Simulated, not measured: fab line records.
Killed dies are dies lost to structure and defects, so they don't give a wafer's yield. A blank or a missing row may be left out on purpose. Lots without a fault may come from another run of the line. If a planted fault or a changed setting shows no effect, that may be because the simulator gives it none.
The same fault as seen by 2 desks | flow sky130 | what lay behind the numbers comes last; until then each desk has only its own

AT THE TOOL OWNER'S DESK: krf-scanner-02
The tool's own readings at SKY_METAL4_EXPOSE_10 (exposes mask MM4, target cd 300 nm): means of the sampled wafers that have a number, for each lot that ran on this tool. A lot is out of limits, marked OUT, if its mean lies more than 4 standard deviations from the usual mean; the brackets give that distance.
Columns: A = exposure-dose-mJ-cm2 at SKY_METAL4_EXPOSE_10, usual 27.97; B = focus-offset-nm at SKY_METAL4_EXPOSE_10, usual 0.0 nm
lot  | first seen here | A     | B
L242 | day 41 22:40    | 28.00 | 0.1
L248 | day 43 08:09    | 27.99 | 0.9
L247 | day 43 10:16    | 28.01 | -0.0
L251 | day 44 11:11    | 28.01 | -0.3
L262 | day 47 00:02    | 27.98 | 0.1
L263 | day 47 07:40    | 27.99 | 0.2
This desk found nothing out of limits on any of the 6 lots.

FROM THE METROLOGY DESK
Means of the sampled wafers that have a number, per lot and without regard to the tool the lot ran on: this is what the gauges read. A lot is out of limits, marked OUT, if its mean lies more than 4 standard deviations from the usual mean; the brackets give that distance.
Columns: A = METAL3_OVL at SKY_METAL3_OVL_MEAS_14, usual 4 nm; B = VIA3_OVL at SKY_VIA3_OVL_MEAS_13, usual 2 nm
lot  | first seen here | A  | B
L242 | day 39 04:20    | 3  | 7
L245 | day 40 05:34    | 6  | -5
L246 | day 40 06:31    | 6  | 2
L248 | day 40 17:52    | 2  | 6
L247 | day 40 19:46    | 10 | -0
L251 | day 41 21:32    | 10 | 0
L253 | day 42 08:11    | 5  | 2
L256 | day 43 01:40    | -8 | 4
L258 | day 43 12:20    | 7  | 3
L259 | day 43 19:29    | 6  | 1
L260 | day 44 04:02    | 0  | 3
L261 | day 44 05:37    | 13 | 2
L262 | day 44 15:17    | -4 | 3
L263 | day 44 23:34    | 7  | -3
L264 | day 45 04:11    | 6  | 2
This desk found nothing out of limits on any of the 15 lots.

BROUGHT TOGETHER
Nothing out of limits was seen by the tool owner's desk.
At the metrology desk, nothing out of limits was observed.

WHAT WAS PUT IN BY THE SIMULATOR
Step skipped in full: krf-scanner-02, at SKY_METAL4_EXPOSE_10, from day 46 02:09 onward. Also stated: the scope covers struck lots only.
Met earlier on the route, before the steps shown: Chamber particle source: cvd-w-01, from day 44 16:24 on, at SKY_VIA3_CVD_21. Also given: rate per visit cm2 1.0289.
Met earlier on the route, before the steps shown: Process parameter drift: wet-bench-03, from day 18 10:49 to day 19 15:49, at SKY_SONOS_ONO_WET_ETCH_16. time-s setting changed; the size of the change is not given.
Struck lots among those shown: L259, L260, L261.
